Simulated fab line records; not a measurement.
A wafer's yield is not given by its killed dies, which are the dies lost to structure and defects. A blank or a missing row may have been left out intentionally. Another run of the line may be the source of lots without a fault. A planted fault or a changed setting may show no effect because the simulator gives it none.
Code-filled problem report in 8D (eight disciplines) form	flow sky130	the parts of the form that need people (team, actions taken, sign-off) are left out

1. WHAT WENT WRONG
Wafers without a fault read 3.0, standard deviation 1.8; killed_at_M4_up at SKY_PAD_OPEN_PROBE_99 reads a mean of 71.5 on 6 wafers belonging to 2 lots. Measured from the usual mean, that is +38 standard deviations.
Seen first at day 49 03:53 on prober-01, wafer L246.2. At this step, 6 wafers from 2 lots have a number in the record. The rule behind "out" and "out of limits": a value lying over 4 standard deviations away from the usual mean. All remaining wafers that have a number are taken as sound.

2. WHAT IT IS, WHAT IT ISN'T
question	is	is not
which readings at this step	killed_at_M4_up, defect_limited_yield, killed_dies, sort_bin_3_pad_short, sort_n_pass, sort_yield_pct	killed_at_M0_to_M3, killed_at_contacts, killed_at_front_end, killed_at_other, killed_short, sort_bin_6_memory
which lots	L246, L249	-
which wafers of those lots	all that have a number	-
read on which tools	prober-01, prober-02	-
when	from day 49 03:53	up to then (0 sound wafers)

3. SUSPECTS, AND WHAT RULES EACH OUT
Counting: any tool at a process step up to the reading is kept as a suspect provided that every lot that is out went through it and no sound lot did after the first of them.
- pvd_sputter-02 at SKY_METAL4_SPUTTER_01 (material TiN, target thk 20 nm, time 16.7 s): kept. It ran every lot that is out, first L246 (day 43 16:57), and no sound lot after that.
After counting, what remains is pvd_sputter-02 at SKY_METAL4_SPUTTER_01.

4. THE CAUSE (what the simulator had put in)
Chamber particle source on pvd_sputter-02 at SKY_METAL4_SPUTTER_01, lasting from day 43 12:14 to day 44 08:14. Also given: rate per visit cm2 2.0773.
Only this tool survived the counting.

5. THE EFFECT CHAIN, in route order
Each row: a reading whose mean over the struck wafers that have a number lies more than 3 standard deviations from the usual. Only readings for which the record gives a usual standard deviation are gone through. hours: the time from each lot's start at the first step in this table that gives one to its start at this step, as a median over the lots. sigmas: the change in usual standard deviations.
hours	step	reading	usual	on struck wafers	change	sigmas
0	SKY_PAD_OPEN_PROBE_99	defect_limited_yield	82.7 %	70.7	-12.0	-6.3
0	SKY_PAD_OPEN_PROBE_99	killed_at_M4_up	3.0	71.5	+68.5	+38
0	SKY_PAD_OPEN_PROBE_99	killed_dies	85	144	+59	+6.4
0	SKY_PAD_OPEN_PROBE_99	sort_bin_3_pad_short	0.8 %	5.2	+4.4	+10
0	SKY_PAD_OPEN_PROBE_99	sort_bin_5_function	10.3 %	17.7	+7.4	+5.0
0	SKY_PAD_OPEN_PROBE_99	sort_n_pass	407	348	-59	-6.4
0	SKY_PAD_OPEN_PROBE_99	sort_yield_pct	82.7 %	70.7	-12.0	-6.3
The process steps in it:
- SKY_PAD_OPEN_PROBE_99

6. WHAT WOULD HAVE CAUGHT IT SOONER
First out-of-limits reading in this record: day 49 03:53, which is 136 hours after fault onset at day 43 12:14.
An alarm limit of 4 standard deviations would not have fired on the tool readings at SKY_METAL4_SPUTTER_01 for which the record gives a usual standard deviation, since none of them was out on any struck wafer.
By day 49 03:53 the whole set of lots that are out, 2 in number, had already begun SKY_METAL4_SPUTTER_01 on pvd_sputter-02. Tool hold at that time: it would have spared none of them.
